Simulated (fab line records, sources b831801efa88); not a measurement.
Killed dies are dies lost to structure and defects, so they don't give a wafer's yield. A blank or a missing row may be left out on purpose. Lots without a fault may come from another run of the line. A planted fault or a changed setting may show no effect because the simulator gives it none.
Split-lot experiment | flow gf180mcu | 5 lots, 23 wafers read, on a route of 602 steps

THE SPLIT
At GF_V4_PEB_12 (peb time 90 s), the setting peb_temp_c was moved away from the recipe's 135 C on 9 of the 23 wafers read, by -0.9% to +2.3%. The other wafers ran this setting at the recipe's value.

FROM THE SPLIT TO THE READING: what the file shows between them, 1 step
- GF_V4_DEVELOP_13: develop time 58.91 s

THE READING
cd_nm, in nm, at GF_V4_CD_MEAS_14 (target cd 260 nm). Fault-free wafers of this fab line usually give 260.2 nm, standard deviation 0.95 nm.

wafer  | tool, chamber at the split | peb_temp_c as run, C | against the recipe | cd_nm, nm | against lot-mates on the recipe
L075.1 | litho_track-04, 0          | 135                  | recipe             | 260.6     | -
L075.4 | litho_track-04, 0          | 135                  | recipe             | 260.6     | -
L075.6 | litho_track-04, 0          | 135                  | recipe             | 260.0     | -
L077.1 | litho_track-04, 0          | 135                  | recipe             | 260.1     | -
L077.2 | litho_track-04, 0          | 138                  | +2.2%              | 267.4     | +6.7
L077.3 | litho_track-04, 0          | 135                  | recipe             | 261.2     | -
L077.5 | litho_track-04, 0          | 138                  | +2.2%              | 266.8     | +6.1
L077.6 | litho_track-04, 0          | 135                  | recipe             | 260.8     | -
L078.1 | litho_track-01, 0          | 135                  | recipe             | 259.1     | -
L078.2 | litho_track-01, 0          | 133.8                | -0.9%              | 256.5     | -3.3
L078.3 | litho_track-01, 0          | 135                  | recipe             | 260.5     | -
L078.4 | litho_track-01, 0          | 133.8                | -0.9%              | 256.5     | -3.3
L078.6 | litho_track-01, 0          | 133.8                | -0.9%              | 257.2     | -2.6
L079.1 | litho_track-04, 0          | 135                  | recipe             | 261.0     | -
L079.2 | litho_track-04, 0          | 135                  | recipe             | 261.5     | -
L079.3 | litho_track-04, 0          | 136.8                | +1.3%              | 264.5     | +3.4
L079.4 | litho_track-04, 0          | 136.8                | +1.3%              | 263.8     | +2.7
L079.5 | litho_track-04, 0          | 135                  | recipe             | 260.8     | -
L083.2 | litho_track-01, 0          | 135                  | recipe             | 260.0     | -
L083.3 | litho_track-01, 0          | 138.1                | +2.3%              | 267.8     | +7.2
L083.4 | litho_track-01, 0          | 138.1                | +2.3%              | 268.0     | +7.4
L083.5 | litho_track-01, 0          | 135                  | recipe             | 260.6     | -
L083.6 | litho_track-01, 0          | 135                  | recipe             | 261.3     | -

THE FIT
A straight line over all 23 wafers: cd_nm changes by +3.21 nm for each +1% of peb_temp_c; r = +0.98; the points scatter about the line by 0.66 nm.
The same after taking each lot's own level away (the mean of its wafers on the recipe; 23 wafers): +3.01 nm for each +1%; r = +0.99; scatter 0.54 nm.
On that fit, the largest move of peb_temp_c shifts the reading by 6.9 nm.
The lots' own levels span 259.80 to 261.10 nm, that is 1.4 times the standard deviation above.
So the lot-to-lot level changes the slope little: the two slopes agree.
Check: with one of the wafers moved furthest among these (+2.3%) left out of the fit, the line predicts +6.68 nm for it against its lot-mates. It came out at +7.17 nm against them.

OTHER SPLITS ON THESE WAFERS
These wafers also went through other splits before the reading. Each is held against what the fit with the lots' levels taken away leaves over:
other split on the same wafers  | wafers away from the commonest value | r with cd_nm (lot level and that fit taken away)
GF_M4_COAT_09 resist_thk_nm     | 8                                    | +0.51
GF_V4_CVD_00 sih4_flow_sccm     | 5                                    | +0.19
GF_V4_CMP_04 leave_above_ref_nm | 4                                    | +0.28

THE WHOLE CHAIN: every reading that the file lists as answering this split, in the file's order
step             | what it does         | reading                                                   | change (the file's fit)              | r (the file's)
GF_V4_DEVELOP_13 | develop time 58.91 s | V4.cd_nm (the simulator's own value, which no gauge read) | +2.93 nm for each +1% of the setting | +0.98
GF_V4_CD_MEAS_14 | target cd 260 nm     | cd_nm                                                     | +2.95 nm for each +1% of the setting | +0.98
GF_V4_ETCH_16    | etches BARC in N2/H2 | V4.cd_nm (the simulator's own value, which no gauge read) | +2.8 nm for each +1% of the setting  | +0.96

THE FILE'S OWN FIT
cd_nm changes by +2.95 nm for each +1% of peb_temp_c, r = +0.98.
